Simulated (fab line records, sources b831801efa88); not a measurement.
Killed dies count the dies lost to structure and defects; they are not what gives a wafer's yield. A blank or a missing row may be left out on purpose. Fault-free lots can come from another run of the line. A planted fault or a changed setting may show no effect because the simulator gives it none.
Which of the tools did it? -- flow sky130 -- Sampling: 12 lots, 36 wafers, 5 of 708 route steps

WHAT THE GAUGES READ, wafer by wafer
SKY_SD_P_OVL_MEAS_08. Usual: for SD_P_OVL the level is 0.5 nm and the standard deviation is 1.3.
lot,measured,on,SD_P_OVL (nm),flag
L777,day 26 01:59,overlay-01,2.6 1.6 1.7,
L778,day 26 17:13,overlay-01,-0.4 1.2 0.8,
L780,day 27 09:36,overlay-02,-2.2 -2.5 -1.8,
L781,day 27 18:33,overlay-02,2.0 1.0 1.0,
L788,day 30 11:10,overlay-02,0.4 2.0 1.0,
L791,day 31 01:59,overlay-01,0.0 -1.2 0.4,
L792,day 31 07:32,overlay-01,1.8 1.0 0.2,
L793,day 31 22:00,overlay-01,36.4 35.2 35.1 35.5 34.3 34.5,OFF
L794,day 31 23:16,overlay-02,37.6 38.5 37.2 37.0 37.4 36.8,OFF
L795,day 32 13:59,overlay-02,1.1 1.5 1.8,
L796,day 32 16:26,overlay-02,40.0 37.0 37.8 39.1 36.9 37.1,OFF
L797,day 33 00:02,overlay-02,-1.6 -0.4 0.1,

SKY_RES_XHIGH_TW_MEAS_09. Usual: for RES_XHIGH_TW the level is 1649 and the standard deviation is 8.8.
lot,measured,on,RES_XHIGH_TW,flag
L777,day 27 07:10,film-metro-01,1660 1664 1657,
L778,day 27 22:13,film-metro-04,1653 1646 1648,
L780,day 28 14:38,film-metro-01,1659 1657 1652,
L781,day 28 23:44,film-metro-01,1659 1658 1656,
L788,day 31 15:19,film-metro-03,1651 1645 1652,
L791,day 32 05:22,film-metro-04,1651 1648 1643,
L792,day 32 10:10,film-metro-04,1642 1644 1649,
L793,day 33 01:46,film-metro-01,1639 1645 1643,
L794,day 33 02:53,film-metro-01,1639 1641 1637,
L795,day 33 17:33,film-metro-01,1639 1647 1631,
L796,day 33 19:34,film-metro-03,1662 1658 1670,
L797,day 34 02:31,film-metro-04,1648 1652 1657,

SKY_SD_N_CD_MEAS_07: target cd 380 nm. Usual: cd-nm reads 378.9 nm (standard deviation 3).
lot,measured,on,cd-nm (nm),flag
L777,day 28 11:16,cd-sem-01,377.8 376.8 377.8,
L778,day 29 02:49,cd-sem-01,384.7 384.6 385.0,
L780,day 29 18:53,cd-sem-02,379.7 378.2 380.2,
L781,day 30 04:20,cd-sem-02,376.8 377.9 380.3,
L788,day 32 18:16,cd-sem-01,379.3 378.6 377.5,
L791,day 33 08:11,cd-sem-01,382.7 381.1 383.9,
L792,day 33 12:19,cd-sem-02,382.4 381.7 382.0,
L793,day 34 04:26,cd-sem-02,383.0 378.3 381.7,
L794,day 34 05:44,cd-sem-01,381.2 383.8 383.8,
L795,day 34 19:25,cd-sem-01,378.3 377.7 377.0,
L796,day 34 21:34,cd-sem-02,376.2 378.2 377.9,
L797,day 35 04:52,cd-sem-02,376.3 376.4 376.8,

WHICH TOOL RAN EACH LOT (tool, then ch and the chambers of the sampled wafers, then the start)
lot,SKY_LDD_HVP_STRIP_09,SKY_SD_P_EXPOSE_04
L777,"plasma-asher-02 ch 0,1, day 22 06:40","iline-stepper-01 ch 0, day 25 10:55"
L778,"plasma-asher-03 ch 0,1, day 22 22:10","iline-stepper-01 ch 0, day 26 03:52"
L780,"plasma-asher-03 ch 1, day 23 15:01","iline-stepper-02 ch 0, day 26 18:23"
L781,"plasma-asher-01 ch 0,1, day 24 00:32","iline-stepper-01 ch 0, day 27 03:58"
L788,"plasma-asher-01 ch 0,1, day 26 17:58","iline-stepper-01 ch 0, day 29 21:26"
L791,"plasma-asher-03 ch 0,1, day 27 11:25","iline-stepper-02 ch 0, day 30 12:52"
L792,"plasma-asher-01 ch 0,1, day 27 15:45","iline-stepper-01 ch 0, day 30 17:16"
L793,"plasma-asher-02 ch 0,1, day 28 06:57","iline-stepper-01 ch 0, day 31 09:02"
L794,"plasma-asher-01 ch 0,1, day 28 07:49","iline-stepper-01 ch 0, day 31 10:10"
L795,"plasma-asher-01 ch 0,1, day 28 21:59","iline-stepper-02 ch 0, day 31 23:26"
L796,"plasma-asher-01 ch 0,1, day 28 23:19","iline-stepper-01 ch 0, day 32 02:19"
L797,"plasma-asher-02 ch 0,1, day 29 10:46","iline-stepper-02 ch 0, day 32 10:30"
- SKY_LDD_HVP_STRIP_09: strips in O2/N2.
- SKY_SD_P_EXPOSE_04: exposes mask PSDM, target cd 380 nm.

WHAT THE TOOLS THEMSELVES READ (means of the sampled wafers that have a number; where no wafer has one, the mark that the record gives instead)
SKY_LDD_HVP_STRIP_09. Usual: drypump-motor-current-A 5.59 A, standard deviation 0.3; n2-flow-sccm 300.2 sccm, standard deviation 0.88; oes-product-au 0.409 a.u., standard deviation 0.0046; strip-time-to-endpoint-s 4.139 s, standard deviation 0.014.
lot,tool,drypump-motor-current-A (A),n2-flow-sccm (sccm),oes-product-au (a.u.),strip-time-to-endpoint-s (s),flag
L777,plasma-asher-02,5.55,299.8,0.409,4.144,
L778,plasma-asher-03,5.32,300.0,0.415,4.130,
L780,plasma-asher-03,5.15,300.7,0.407,4.136,
L781,plasma-asher-01,5.74,300.6,0.405,4.128,
L788,plasma-asher-01,5.93,300.5,0.408,4.138,
L791,plasma-asher-03,5.35,300.2,0.405,4.153,
L792,plasma-asher-01,5.77,299.3,0.411,4.146,
L793,plasma-asher-02,5.55,300.3,0.406,4.141,
L794,plasma-asher-01,5.91,299.9,0.407,4.133,
L795,plasma-asher-01,5.94,300.6,0.410,4.132,
L796,plasma-asher-01,5.76,301.0,0.410,4.147,
L797,plasma-asher-02,5.55,300.6,0.410,4.138,

THE ANSWER, worked out from the rows above alone
Rule: a lot is off if the mean of its wafers that have a number lies more than 3 standard deviations from the usual mean. Also off: a lot with no number at a reading for which 4 or more lots have one. Any other lot the step has rows for is counted as sound. Order of review: gauges by route order, followed by the tools' own readings, for which a lot's mean as printed above is used. The first step at which some lot is off is used, and at that step the reading that is off furthest; a lot without a number counts as furthest.
Off: L793, L794, L796, seen at SKY_SD_P_OVL_MEAS_08 (SD_P_OVL).
If a tool, at a process step before that reading, ran all the lots that are off and no sound lot after the first of them, it fits. Those tools and the gauges at SKY_SD_P_OVL_MEAS_08 are tried in the same way. One candidate fits, namely iline-stepper-01 at SKY_SD_P_EXPOSE_04. A fault onset in the window from L792 (day 30 17:16, its last sound lot) to L793 (day 31 09:02, its first lot off) fits.

WHAT THE SIMULATOR HAD INSERTED
Scanner matching overlay: iline-stepper-01, from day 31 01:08 on, at SKY_SD_P_EXPOSE_04. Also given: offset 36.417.
Struck lots among those shown: L793, L794, L796. The rule above found the same.
